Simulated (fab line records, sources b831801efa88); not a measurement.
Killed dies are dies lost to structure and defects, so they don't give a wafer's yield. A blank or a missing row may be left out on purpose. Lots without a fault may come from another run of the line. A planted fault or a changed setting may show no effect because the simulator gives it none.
Chamber matching | flow sky130 | SKY_CAPM_CVD_00 on pecvd-03: 3 sister chambers
The step deposits SiO2, target thk 15.5 nm. 6 wafers are shown with their chamber, then 9 later ones without.

WAFERS WITH THEIR CHAMBER
wafer  | chamber | rf_fwd_power_W (W) | heater_power_w (W)
L082.2 | 0       | 441.5              | 614
L087.3 | 0       | 441.5              | 699
L087.4 | 1       | 439.2              | 559
L089.1 | 1       | 439.6              | 612
L089.2 | 2       | 438.2              | 754
L089.5 | 2       | 440.0              | 765

WAFERS WITHOUT THEIR CHAMBER
wafer  | rf_fwd_power_W (W) | heater_power_w (W)
L091.1 | 437.5              | 811
L091.3 | 439.8              | 692
L091.6 | 438.3              | 812
L093.2 | 439.6              | 734
L093.4 | 441.2              | 564
L093.6 | 443.1              | 741
L095.2 | 440.1              | 869
L095.3 | 439.1              | 667
L095.4 | 440.2              | 677

WHICH CHAMBER EACH WENT THROUGH
wafer  | from the rows above          | in truth
L091.1 | 2                            | 2
L091.3 | can't be placed: 2 or 0 or 1 | 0
L091.6 | 2                            | 2
L093.2 | 2                            | 2
L093.4 | can't be placed: 0 or 1      | 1
L093.6 | 0                            | 0
L095.2 | 2                            | 2
L095.3 | can't be placed: 1 or 2 or 0 | 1
L095.4 | can't be placed: 0 or 1 or 2 | 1
Placed correctly: 5 of 9. Can't be placed from these rows: 4 (the true chamber is among the candidates in 4). Placed wrongly: 0.
How it was worked out, from the rows above alone: a wafer's distance from a chamber is the root of the sum, over the readings, of the square of ((its reading less the chamber's mean) divided by the reading's scatter). The wafer belongs to the nearest chamber; if the next one is less than 2 further off, it can't be placed. A chamber's mean is the mean of its shown wafers. The scatter: the root of (the sum of the squares of (reading less its chamber's mean) over the shown wafers, divided by (wafers less chambers)).
